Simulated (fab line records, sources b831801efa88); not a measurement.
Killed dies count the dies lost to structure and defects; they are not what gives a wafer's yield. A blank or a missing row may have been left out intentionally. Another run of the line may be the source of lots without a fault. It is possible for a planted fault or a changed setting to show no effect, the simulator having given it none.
fab line records    flow sky130
record: lots: 6  wafers: 18  lastDay: 50
route steps=708 shown VT_ADJUST_LVTN@113 VT_ADJUST_NCORE@119
lots untouched by any fault: they come from a run of this same line in which no faults occurred
startH: hours from the record's first day to the start of the lot's first wafer shown    waitH: hours since the lot's step before    " identical to the entry in the row above    L1.1+2: several wafers, shown together as one row    - value missing, or start not given    * or withheld: withheld    < > ~ a bound
route shown NAME@n: a module of which the file shows steps, and the number in the route of the first    usual: mean/standard deviation taken from wafers without a fault    same: alike in all rows    chamber/n: place in a boat    sites: the reading at each site    _std_site: the values' standard deviation    _edge_site: the outer-site mean with the inner-site mean subtracted    radiusMm: how far each site lies from the wafer's centre    mask NAME#n: copy n    behind: the tool/chamber that last shaped the wafer    hold: what put the lot on hold/how long, in hours/how the hold closed    device: the n, p or np transistor that did not switch    end of line: the route-end tests of the same wafers    where a step has no rows: the recipe by itself    killed: not the wafer's yield, but the dies lost to structure and defects at the first sort    map: a wafer's dies, x killed, . not, _ none there
set.NAME: setting as actually run; set.NAME@STEP: the setting as run at that earlier step    model.NAME: the simulator's own value behind a step, which no gauge read
lots seen at some steps along the route; tables by step, rows by wafer
services: from which hour (startH, from the record's first day; less than 0 if before it) a tool's chamber was out of use, for how many hours, and why
== steps ==
step: SKY_VT_ADJUST_LVTN_PEB_16
recipe: tempC: withheld  timeS: *  resist: NOVOLAK
step: SKY_VT_ADJUST_LVTN_DEVELOP_17
recipe: resist: NOVOLAK  developer: TMAH  developTimeS: 60  devTempC: 23
step: SKY_VT_ADJUST_LVTN_OVL_MEAS_18
usual: VT_ADJUST_LVTN_01_OVL: 0.1/1.2
lot.wafer  tool        chamber  startH  waitH  VT_ADJUST_LVTN_01_OVL[nm]
L332.1     overlay-02  -        178.19  0.1    0.8
L332.2     "           -        "       "      -1.4
L332.3     "           -        "       "      0.1
L333.1     overlay-01  -        185.33  0.1    -0.8
L333.2     "           -        "       "      -0.2
L333.3     "           -        "       "      0.6
L336.2     overlay-02  -        209.93  0.1    1.0
L336.4     "           -        "       "      1.1
L336.6     "           -        "       "      1.8
L342.1     overlay-01  -        253.92  0.1    0.7
L342.2     "           -        "       "      1.0
L342.3     "           -        "       "      -1.0
L344.2     overlay-01  -        262.18  0.1    0.1
L344.5     "           -        "       "      0.2
L344.6     "           -        "       "      1.6
L351.2     overlay-02  -        314.78  0.1    1.9
L351.3     "           -        "       "      1.7
L351.4     "           -        "       "      -2.0
step: SKY_VT_ADJUST_LVTN_IMPLANT_19
recipe: species: B  energyKev: 30  doseCm2: 6.5e+11  tiltDeg: withheld
step: SKY_VT_ADJUST_LVTN_STRIP_20
recipe: chemistry: O2/N2  powerW: 1400  pressureMtorr: 1500  platenTempC: withheld  o2FlowSccm: 3000  n2FlowSccm: 300  overashFraction: 0.5
usual: drypumpMotorCurrentA: 5.9/0.6  oesProductAu: 0.716/0.0048  stripTimeToEndpointS: 14.17/0.039
lot.wafer  tool            chamber  startH  waitH  drypumpMotorCurrentA  oesProductAu  rfHoursCounterH  stripTimeToEndpointS
L332.1     plasmaAsher-02  0        178.37  0.1    6.3                   0.711         5                14.12
L332.2     "               1        "       "      5.9                   0.720         5                14.15
L332.3     "               0        "       "      6.3                   0.713         -                14.12
L333.1     plasmaAsher-04  1        185.51  0.1    5.3                   0.711         37               14.10
L333.2     "               0        "       "      6.8                   0.717         37               14.05
L333.3     "               1        "       "      5.3                   0.721         -                14.09
L336.2     plasmaAsher-02  1        210.11  0.1    5.8                   0.725         9                14.23
L336.4     "               0        "       "      6.3                   0.718         -                14.19
L336.6     "               1        "       "      5.8                   0.712         -                14.20
L342.1     plasmaAsher-04  0        254.11  0.1    6.8                   0.724         44               14.19
L342.2     "               1        "       "      5.3                   0.722         44               14.17
L342.3     "               1        "       "      5.3                   0.719         -                14.16
L344.2     plasmaAsher-04  0        262.36  0.1    6.8                   0.713         45               14.18
L344.5     "               1        "       "      5.3                   0.713         -                14.21
L344.6     "               0        "       "      6.8                   0.714         -                14.17
L351.2     plasmaAsher-04  1        314.96  0.1    5.3                   0.717         50               14.18
L351.3     "               0        "       "      6.8                   0.708         -                14.20
L351.4     "               1        "       "      5.3                   0.715         -                14.20
step: SKY_VT_ADJUST_LVTN_TW_MEAS_21
usual: VT_ADJUST_LVTN_2_TW: 185.9/1.5
lot.wafer  tool          chamber  startH  waitH  VT_ADJUST_LVTN_2_TW
L332.1     filmMetro-02  -        178.47  0.1    187.9
L332.2     "             -        "       "      187.4
L332.3     "             -        "       "      188.1
L333.1     filmMetro-04  -        185.61  0.1    185.7
L333.2     "             -        "       "      185.2
L333.3     "             -        "       "      184.8
L336.2     filmMetro-02  -        210.22  0.1    188.6
L336.4     "             -        "       "      188.6
L336.6     "             -        "       "      189.2
L342.1     filmMetro-03  -        254.21  0.1    185.8
L342.2     "             -        "       "      186.1
L342.3     "             -        "       "      186.1
L344.2     filmMetro-04  -        262.47  0.1    184.3
L344.5     "             -        "       "      183.7
L344.6     "             -        "       "      184.3
L351.2     filmMetro-02  -        315.07  0.1    186.0
L351.3     "             -        "       "      185.2
L351.4     "             -        "       "      185.6
step: SKY_VT_ADJUST_NCORE_DEHYDRATE_00
recipe: tempC: 200  timeS: 60
step: SKY_VT_ADJUST_NCORE_HMDS_01
recipe: primeTimeS: 60  primeTempC: 120
step: SKY_VT_ADJUST_NCORE_COAT_02
recipe: resist: NOVOLAK  spinRpm: 3000  resistThkNm: 1140
step: SKY_VT_ADJUST_NCORE_SOFTBAKE_03
recipe: tempC: 90  timeS: 60  resist: NOVOLAK
step: SKY_VT_ADJUST_NCORE_EXPOSE_04
recipe: maskId: LVTN_COMPLEMENT_THIN  na: 0.6  sourceShape: conventional  sigmaOuter: 0.6  polarization: unpolarized  targetCdNm: 380  doseMj: 139
step: SKY_VT_ADJUST_NCORE_PEB_05
recipe: tempC: withheld  timeS: *  resist: NOVOLAK
step: SKY_VT_ADJUST_NCORE_DEVELOP_06
recipe: resist: NOVOLAK  developer: TMAH  developTimeS: 60  devTempC: 23
usual: chillPlateTempC: 22.99/0.091  developTimeS: 60/0
lot.wafer  tool           chamber  startH  waitH  chillPlateTempC  developTimeS
L332.1     lithoTrack-02  -        199.58  0.1    -                -
L332.2     "              -        "       "      -                -
L332.3     "              -        "       "      -                -
L333.1     lithoTrack-04  -        207.54  0.1    -                -
L333.2     "              -        "       "      -                -
L333.3     "              -        "       "      -                -
L336.2     lithoTrack-02  0        233.11  0.1    23.11            60
L336.4     "              0        "       "      23.16            60
L336.6     "              0        "       "      23.16            60
L342.1     lithoTrack-01  0        277.22  0.1    23.10            60
L342.2     "              0        "       "      23.07            60
L342.3     "              0        "       "      23.07            60
L344.2     lithoTrack-02  0        286.46  0.1    23.01            60
L344.5     "              0        "       "      23.13            60
L344.6     "              0        "       "      23.10            60
L351.2     lithoTrack-02  0        342.25  0.1    22.98            60
L351.3     "              0        "       "      22.78            60
L351.4     "              0        "       "      23.10            60
step: SKY_VT_ADJUST_NCORE_CD_MEAS_07
recipe: targetCdNm: 380
usual: cdNm: 379.1/2.8
lot.wafer  tool      chamber  startH  waitH  cdNm
L332.1     cdSem-01  -        199.73  0.1    -
L332.2     "         -        "       "      -
L332.3     "         -        "       "      -
L333.1     cdSem-01  -        207.69  0.1    -
L333.2     "         -        "       "      -
L333.3     "         -        "       "      -
L336.2     cdSem-02  -        233.25  0.1    379.1
L336.4     "         -        "       "      378.4
L336.6     "         -        "       "      380.6
L342.1     cdSem-01  -        277.37  0.1    385.1
L342.2     "         -        "       "      382.3
L342.3     "         -        "       "      382.4
L344.2     cdSem-01  -        286.60  0.1    374.6
L344.5     "         -        "       "      376.9
L344.6     "         -        "       "      374.3
L351.2     cdSem-02  -        342.40  0.1    379.3
L351.3     "         -        "       "      381.0
L351.4     "         -        "       "      381.8
== services ==
tool            chamber  startH  hours  kind
plasmaAsher-02  -        240.18  14.6   pm
lithoTrack-04   -        314.35  -      consumableReplace:filter
lithoTrack-02   -        326.55  -      consumableReplace:filter
== key ==
firstSign: step: SKY_VT_ADJUST_NCORE_DEVELOP_06  reading: toolRecord  direction: missing
effect none on later readings
metAt SKY_VT_ADJUST_NCORE_DEVELOP_06
struckWafers L332.1,L332.2,L332.3,L333.1,L333.2,L333.3
sortLeftOut L332.1,L332.2,L332.3,L333.1,L333.2,L333.3
testerLeftOut L332,L333
fault: kind: skippedStepWhole  tool: lithoTrack-02,lithoTrack-04  chamber: -  onsetH: 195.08  steps: SKY_VT_ADJUST_NCORE_DEVELOP_06  scope: struckLotsOnly
testerLeftOut: of these lots the tester's yield and bins aren't shown, on N5 and GAA mostly nor the transistor test; their killed dies are dies lost to structure and defects alone, not to doping, threshold or leakage, so they don't give the yield
sortLeftOut: the simulated sort isn't trusted on such a fault, so these wafers' sort isn't shown, and their yield isn't known
